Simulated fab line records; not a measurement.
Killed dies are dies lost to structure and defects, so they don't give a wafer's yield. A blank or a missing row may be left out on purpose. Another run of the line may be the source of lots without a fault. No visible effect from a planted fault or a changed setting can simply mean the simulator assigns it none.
fab line records | flow sfq-line
record lots=6 | wafers=18 | last-day=91
route steps=325 shown M4@162 I4@163
lots that met no fault: taken from a fault-free run of the same line
start-h: the number of hours between the record's first day and the start of the first shown wafer of the lot | wait-h: time in hours since the lot's previous step | " repeats the value in the row above | L1.1+2: a row that stands for several wafers | - no value present, or no start provided | * or withheld: withheld | < > ~ a bound
route shown NAME@n: names a module that has steps shown in the file, with the first one's number in the route | usual: average and standard deviation across the fault-free wafers | same: alike in all rows | chamber/n: place in a boat | sites: readings site by site | _std_site: the values' standard deviation | _edge_site: the outer-site mean with the inner-site mean subtracted | radius-mm: how far each site lies from the wafer's centre | mask NAME#n: copy n | behind: the tool/chamber that last shaped the wafer | hold: the reason the lot was held/the length of the hold in hours/how it ended | device: transistor that didn't switch, given as n, p or np | end of line: the tests these same wafers got at the end of their route | where a step has no rows: the recipe by itself | killed: the dies lost at the first sort to structure and to defects; this is not the yield of the wafer | map: a wafer's dies, x killed, . not, _ none there
set.NAME: setting as actually run; set.NAME@STEP: the setting as run at that earlier step | model.NAME: the simulator's own value behind a step, which no gauge read
a table for each step, a row for each wafer; lots at some steps of the route
services: when a tool's chamber went out of use (start-h, in hours from the record's first day, below 0 if earlier), for how many hours, and the reason
## steps
# step SFQ_TRILAYER_M4_STRIP_SOLV_CLEAN_098
# recipe chemistry=NMP | temp-c=70 | time-s=600
# step SFQ_TRILAYER_I4_DEP_PECVD_099
# recipe material=SiO2 | temp-c=150 | time-s=111.11 | pressure-torr=2.4 | rf-w=183.3 | precursor=SiH4/N2O | target-thk-nm=500
# usual chamber-pressure-Torr=2.400/0.0056 | heater-power-w=87/8.2 | throttle-valve-pct=25.3/1.4
lot.wafer | tool     | chamber | start-h | wait-h | chamber-pressure-Torr | heater-power-w | throttle-valve-pct
L740.1    | pecvd-02 | 2       | 1084.58 | 0.0    | 2.398                 | 81             | 26.8
L740.2    | "        | 1       | "       | "      | 2.397                 | 86             | 26.9
L740.3    | "        | 1       | "       | "      | 2.393                 | 89             | 27.0
L741.2    | pecvd-01 | 0       | 1087.11 | 0.0    | 2.397                 | 96             | 23.7
L741.3    | "        | 2       | "       | "      | 2.401                 | 70             | 23.4
L741.5    | "        | 2       | "       | "      | 2.395                 | 74             | 23.4
L754.2    | pecvd-02 | 0       | 1201.85 | 0.0    | 2.389                 | 73             | 25.2
L754.3    | "        | 1       | "       | "      | 2.395                 | 88             | 27.1
L754.5    | "        | 1       | "       | "      | 2.403                 | 91             | 27.2
L755.3    | pecvd-02 | 2       | 1206.07 | 0.0    | 2.390                 | 72             | 26.2
L755.5    | "        | 0       | "       | "      | 2.398                 | 82             | 25.0
L755.6    | "        | 1       | "       | "      | 2.393                 | 93             | 27.4
L756.1    | pecvd-03 | 2       | 1211.88 | 0.0    | 2.409                 | 95             | 23.8
L756.5    | "        | 2       | "       | "      | 2.404                 | 96             | 23.9
L756.6    | "        | 1       | "       | "      | 2.407                 | 86             | 26.9
L759.2    | pecvd-03 | 0       | 1245.40 | 0.0    | 2.401                 | 90             | 26.7
L759.3    | "        | 2       | "       | "      | 2.406                 | 96             | 24.3
L759.4    | "        | 2       | "       | "      | 2.408                 | 96             | 23.9
# step SFQ_TRILAYER_I4_CMP_CMP_100
# recipe material=SiO2 | down-force-psi=2.921 | platen-rpm=60 | pad-velocity-m-s=0.94248
# usual motor-current-A=10.6/1.1 | time-to-endpoint-s=224/8.5
lot.wafer | tool   | chamber | start-h | wait-h | motor-current-A | time-to-endpoint-s
L740.3    | cmp-01 | 1       | 1085.20 | 0.5    | 9.5             | 223
L740.1    | "      | 2       | "       | "      | 8.9             | 225
L740.2    | "      | 3       | "       | "      | 11.9            | 206
L741.2    | cmp-01 | 0       | 1091.70 | 4.5    | 11.3            | 218
L741.3    | "      | 1       | "       | "      | 9.2             | 225
L741.5    | "      | 3       | 1093.20 | 6.0    | 11.9            | 223
L754.2    | cmp-01 | 1       | 1202.78 | 0.9    | 9.7             | 221
L754.3    | "      | 3       | 1203.78 | 1.9    | 12.1            | 206
L754.5    | "      | 1       | 1204.78 | 2.8    | 9.7             | 229
L755.3    | cmp-01 | 0       | 1209.78 | 3.7    | 11.0            | 233
L755.6    | "      | 2       | 1210.78 | 4.6    | 8.8             | 225
L755.5    | "      | 3       | "       | "      | 12.2            | 225
L756.1    | cmp-02 | 2       | 1212.95 | 1.0    | 10.9            | 225
L756.5    | "      | 0       | 1213.95 | 2.0    | 11.4            | 240
L756.6    | "      | 1       | "       | "      | 9.7             | 241
L759.4    | cmp-02 | 0       | 1245.48 | 0.0    | 10.4            | 216
L759.2    | "      | 2       | 1246.48 | 1.0    | 10.9            | 200
L759.3    | "      | 3       | "       | "      | 10.6            | 210
# step SFQ_I4_BOW_MEAS_927
# recipe mode=bow
# usual I4_BOW=2/8.1
lot.wafer | tool          | chamber | start-h | wait-h | I4_BOW[um]
L740.1    | film-metro-04 | -       | 1087.70 | 1.5    | 1
L740.2    | "             | -       | "       | "      | 12
L740.3    | "             | -       | "       | "      | 6
L741.2    | film-metro-01 | -       | 1093.72 | 1.5    | -8
L741.3    | "             | -       | "       | "      | 6
L741.5    | "             | -       | "       | "      | -5
L754.2    | film-metro-01 | -       | 1205.80 | 2.5    | 9
L754.3    | "             | -       | "       | "      | 16
L754.5    | "             | -       | "       | "      | 0
L755.3    | film-metro-02 | -       | 1211.82 | 1.5    | 3
L755.5    | "             | -       | "       | "      | 6
L755.6    | "             | -       | "       | "      | 8
L756.1    | film-metro-04 | -       | 1214.95 | 1.5    | -1
L756.5    | "             | -       | "       | "      | 2
L756.6    | "             | -       | "       | "      | -1
L759.2    | film-metro-04 | -       | 1248.50 | 1.5    | 11
L759.3    | "             | -       | "       | "      | 8
L759.4    | "             | -       | "       | "      | 14
# step SFQ_TRILAYER_I4_METRO_MEASURE_101
# usual thk-nm=200.4/1
lot.wafer | tool          | chamber | start-h | wait-h | thk-nm
L740.1    | film-metro-04 | -       | 1087.82 | 0.1    | 201.9
L740.2    | "             | -       | "       | "      | 199.7
L740.3    | "             | -       | "       | "      | 199.8
L741.2    | film-metro-01 | -       | 1094.02 | 0.3    | 200.0
L741.3    | "             | -       | "       | "      | 200.2
L741.5    | "             | -       | "       | "      | 199.1
L754.2    | film-metro-01 | -       | 1206.10 | 0.3    | 200.6
L754.3    | "             | -       | "       | "      | 199.5
L754.5    | "             | -       | "       | "      | 199.8
L755.3    | film-metro-02 | -       | 1212.30 | 0.5    | 202.3
L755.5    | "             | -       | "       | "      | 200.3
L755.6    | "             | -       | "       | "      | 202.2
L756.1    | film-metro-04 | -       | 1215.07 | 0.1    | 200.2
L756.5    | "             | -       | "       | "      | 200.9
L756.6    | "             | -       | "       | "      | 201.1
L759.2    | film-metro-04 | -       | 1248.80 | 0.3    | 198.7
L759.3    | "             | -       | "       | "      | 200.2
L759.4    | "             | -       | "       | "      | 199.4
# step SFQ_TRILAYER_I4_VIA_LITHO_COAT_108
# recipe resist=BARC | spin-rpm=3000 | resist-thk-nm=62
# step SFQ_TRILAYER_I4_VIA_LITHO_COAT_103
# recipe resist=KrF | spin-rpm=3000 | resist-thk-nm=650
# step SFQ_TRILAYER_I4_VIA_LITHO_SOFTBAKE_107
# recipe temp-c=withheld | time-s=withheld | resist=KrF
# step SFQ_TRILAYER_I4_VIA_LITHO_EXPOSE_104
# recipe mask-id=I4 | na=0.6 | source-shape=conventional | sigma-outer=0.65 | target-cd-nm=700 | dose-mj=21.3
# step SFQ_TRILAYER_I4_VIA_LITHO_PEB_106
# recipe peb-temp-c=115 | peb-time-s=60 | resist=KrF
# step SFQ_TRILAYER_I4_VIA_LITHO_DEVELOP_105
# recipe time-s=60 | resist=KrF
# step SFQ_I4_OVL_MEAS_928
# usual I4_OVL=1/5.9
lot.wafer | tool       | chamber | start-h | wait-h | I4_OVL[nm]
L740.1    | overlay-02 | -       | 1224.17 | 0.1    | 3
L740.2    | "          | -       | "       | "      | -4
L740.3    | "          | -       | "       | "      | -1
L741.2    | overlay-02 | -       | 1226.57 | 0.1    | -6
L741.3    | "          | -       | "       | "      | -5
L741.5    | "          | -       | "       | "      | -7
L754.2    | overlay-02 | -       | 1341.73 | 0.1    | -4
L754.3    | "          | -       | "       | "      | -4
L754.5    | "          | -       | "       | "      | -1
L755.3    | overlay-02 | -       | 1348.94 | 0.1    | 0
L755.5    | "          | -       | "       | "      | -6
L755.6    | "          | -       | "       | "      | -1
L756.1    | overlay-01 | -       | 1351.32 | 0.1    | 6
L756.5    | "          | -       | "       | "      | 7
L756.6    | "          | -       | "       | "      | 5
L759.2    | overlay-02 | -       | 1381.33 | 0.1    | 11
L759.3    | "          | -       | "       | "      | 7
L759.4    | "          | -       | "       | "      | 6
# step SFQ_TRILAYER_I4_VIA_BARC_OPEN_VIA_ETCH_146
# recipe mask-material=PR | chemistry=O2 | target-depth-nm=125 | target=BARC | source-w=500 | bias-w=80 | pressure-mtorr=30 | time-s=41.7
# usual drypump-motor-current-A=5.8/0.47 | oes-product-au=0.686/0.0049
lot.wafer | tool        | chamber | start-h | wait-h | drypump-motor-current-A | oes-product-au | rf-hours-counter-h | model.KrF_of_TRILAYER_I4_VIA_LITHO_COAT_103.thk-nm
L740.1    | rie-diel-01 | 2       | 1224.20 | 0.0    | 6.4                     | 0.684          | 13                 | 572.9
L740.2    | "           | 3       | "       | "      | 6.2                     | 0.696          | 12                 | 576.5
L740.3    | "           | 0       | "       | "      | 6.0                     | 0.685          | 12                 | 571.2
L741.2    | rie-diel-03 | 0       | 1226.60 | 0.0    | 5.8                     | 0.686          | 3                  | 572.3
L741.3    | "           | 1       | "       | "      | 4.9                     | 0.684          | 14                 | 573.8
L741.5    | "           | 1       | "       | "      | 4.9                     | 0.680          | -                  | 572.4
L754.2    | rie-diel-03 | 3       | 1341.76 | 0.0    | 5.9                     | 0.684          | 8                  | 582.8
L754.3    | "           | 2       | "       | "      | 5.7                     | 0.684          | 9                  | 582
L754.5    | "           | 0       | "       | "      | 5.7                     | 0.692          | -                  | 582.5
L755.3    | rie-diel-02 | 1       | 1348.96 | 0.0    | 6.0                     | 0.689          | 11                 | 574.1
L755.5    | "           | 0       | "       | "      | 6.0                     | 0.681          | -                  | 569.9
L755.6    | "           | 1       | "       | "      | 6.0                     | 0.681          | -                  | 575.3
L756.1    | rie-diel-03 | 2       | 1351.36 | 0.0    | 5.7                     | 0.681          | 9                  | 586.8
L756.5    | "           | 3       | "       | "      | 5.9                     | 0.684          | -                  | 584.6
L756.6    | "           | 2       | "       | "      | 5.7                     | 0.689          | -                  | 581.9
L759.2    | rie-diel-01 | 1       | 1381.36 | 0.0    | 6.0                     | 0.687          | 9                  | 572.1
L759.3    | "           | 3       | "       | "      | 6.2                     | 0.680          | 14                 | 572.7
L759.4    | "           | 0       | "       | "      | 6.0                     | 0.687          | 15                 | 571.1
# step SFQ_TRILAYER_I4_VIA_ETCH_VIA_ETCH_106
# recipe target=SiO2 | stop-on=Nb | mask-material=PR | taper-deg=20 | chemistry=CHF3 | target-depth-nm=260 | source-w=500 | bias-w=81.01 | pressure-mtorr=30 | time-s=withheld
# usual drypump-motor-current-A=5.8/0.47 | oes-product-au=0.856/0.0051
lot.wafer | tool        | chamber | start-h | wait-h | drypump-motor-current-A | oes-product-au | model.KrF_of_TRILAYER_I4_VIA_LITHO_COAT_103.thk-nm
L740.1    | rie-diel-01 | 2       | 1224.24 | 0.0    | 6.4                     | 0.860          | 528.1
L740.2    | "           | 3       | "       | "      | 6.2                     | 0.856          | 532.7
L740.3    | "           | 0       | "       | "      | 6.0                     | 0.849          | 524.6
L741.2    | rie-diel-03 | 0       | 1226.64 | 0.0    | 5.8                     | 0.859          | 527.6
L741.3    | "           | 1       | "       | "      | 4.9                     | 0.849          | 530.2
L741.5    | "           | 1       | "       | "      | 4.9                     | 0.850          | 529
L754.2    | rie-diel-03 | 3       | 1341.80 | 0.0    | 5.9                     | 0.849          | 539.4
L754.3    | "           | 2       | "       | "      | 5.7                     | 0.852          | 538.1
L754.5    | "           | 0       | "       | "      | 5.7                     | 0.847          | 537.7
L755.3    | rie-diel-02 | 1       | 1349.00 | 0.0    | 6.0                     | 0.860          | 529.3
L755.5    | "           | 0       | "       | "      | 5.9                     | 0.850          | 524.4
L755.6    | "           | 1       | "       | "      | 6.0                     | 0.855          | 530.6
L756.1    | rie-diel-03 | 2       | 1351.40 | 0.0    | 5.7                     | 0.866          | 542.5
L756.5    | "           | 3       | "       | "      | 5.9                     | 0.860          | 540.6
L756.6    | "           | 2       | "       | "      | 5.6                     | 0.855          | 537.3
L759.2    | rie-diel-01 | 1       | 1381.40 | 0.0    | 6.0                     | 0.851          | 526.6
L759.3    | "           | 3       | "       | "      | 6.2                     | 0.858          | 528.2
L759.4    | "           | 0       | "       | "      | 6.0                     | 0.862          | 525.1
# step SFQ_TRILAYER_I4_VIA_STRIP_STRIP_107
# recipe gas=O2 | power-w=200 | platen-temp-c=40 | overash-fraction=0.65 | chemistry=O2 | pressure-mtorr=50
# usual drypump-motor-current-A=5.8/0.47 | he-backside-leak-sccm=3.49/0.23 | oes-product-au=1.005/0.0076
lot.wafer | tool         | chamber | start-h | wait-h | drypump-motor-current-A | he-backside-leak-sccm | oes-product-au | rf-hours-counter-h
L740.1    | rie-metal-03 | 0       | 1224.35 | -      | 5.5                     | 3.28                  | 1.006          | 3
L740.2    | "            | 1       | "       | "      | 5.2                     | 3.71                  | 1.001          | 113
L740.3    | "            | 0       | "       | "      | 5.5                     | 3.31                  | 0.995          | -
L741.2    | rie-metal-03 | 1       | 1226.75 | -      | 5.2                     | 3.64                  | 0.992          | 114
L741.3    | "            | 0       | "       | "      | 5.5                     | 3.24                  | 1.001          | -
L741.5    | "            | 1       | "       | "      | 5.2                     | 3.55                  | 1.005          | -
L754.2    | rie-metal-03 | 1       | 1341.91 | -      | 5.3                     | 3.69                  | 0.992          | 133
L754.3    | "            | 1       | "       | "      | 5.3                     | 3.62                  | 1.000          | -
L754.5    | "            | 1       | "       | "      | 5.3                     | 3.66                  | 0.995          | -
L755.3    | rie-metal-01 | 0       | 1349.31 | -      | 5.5                     | 3.88                  | 1.010          | -
L755.5    | "            | 0       | "       | "      | 5.5                     | 3.78                  | 1.002          | -
L755.6    | "            | 1       | "       | "      | 6.6                     | 3.72                  | 1.009          | -
L756.1    | rie-metal-04 | 0       | 1351.51 | -      | 6.2                     | 3.43                  | 1.007          | 60
L756.5    | "            | 1       | "       | "      | 6.2                     | 3.43                  | 0.998          | -
L756.6    | "            | 0       | "       | "      | 6.2                     | 3.40                  | 1.001          | -
L759.2    | rie-metal-01 | 1       | 1381.51 | -      | 6.6                     | 3.83                  | 1.004          | 55
L759.3    | "            | 0       | "       | "      | 5.5                     | 3.90                  | 0.997          | -
L759.4    | "            | 1       | "       | "      | 6.6                     | 3.79                  | 1.003          | -
## services
tool        | chamber | start-h | hours | kind
pecvd-02    | 0       | 1072.61 | 16.8  | repair
rie-diel-01 | 1       | 1079.64 | 5.6   | repair
rie-diel-03 | -       | 1089.99 | 14.6  | pm
cmp-01      | -       | 1122.07 | 4.7   | repair
cmp-01      | -       | 1122.55 | 0.9   | repair
rie-diel-03 | 0       | 1123.97 | 6.8   | repair
rie-diel-01 | 3       | 1134.25 | 1.9   | repair
rie-diel-01 | 0       | 1142.05 | 1.7   | repair
rie-diel-03 | 1       | 1154.09 | 13.1  | repair
cmp-01      | -       | 1165.13 | 0.4   | repair
rie-diel-03 | 1       | 1171.97 | 8.8   | repair
rie-diel-03 | 2       | 1208.00 | 8.7   | repair
cmp-01      | -       | 1232.86 | 0.8   | repair
rie-diel-03 | 2       | 1238.37 | 2.1   | repair
cmp-01      | -       | 1260.56 | 4.0   | pm
rie-diel-01 | 3       | 1260.61 | 10.9  | repair
cmp-01      | -       | 1268.44 | 1.7   | repair
rie-diel-03 | -       | 1276.68 | 0.6   | repair
cmp-01      | -       | 1279.56 | 5.5   | pm
cmp-01      | -       | 1285.02 | 3.8   | pm
cmp-01      | -       | 1321.58 | 0.4   | repair
rie-diel-03 | -       | 1332.14 | 1.1   | repair
rie-diel-03 | 1       | 1339.95 | 14.0  | repair
rie-diel-03 | -       | 1378.48 | 0.9   | repair
## key
first-sign none at tools or gauges
model-effect step=SFQ_TRILAYER_I4_VIA_BARC_OPEN_VIA_ETCH_146 | value=KrF_of_TRILAYER_I4_VIA_LITHO_COAT_103.thk-nm | without=572.5 | struck=583.4
model-effect step=SFQ_TRILAYER_I4_VIA_ETCH_VIA_ETCH_106 | value=KrF_of_TRILAYER_I4_VIA_LITHO_COAT_103.thk-nm | without=528.3 | struck=539.3
met-at SFQ_TRILAYER_I4_VIA_BARC_OPEN_VIA_ETCH_146
struck-wafers L754.2,L754.3,L754.5,L756.1,L756.5,L756.6
onset-between 1226.60 1341.76
fault kind=process-parameter-drift | tool=rie-diel-03 | chamber=- | onset-h=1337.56 | steps=SFQ_TRILAYER_I4_VIA_BARC_OPEN_VIA_ETCH_146 | channel=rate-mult | offset=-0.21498 | shape=step | end-h=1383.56
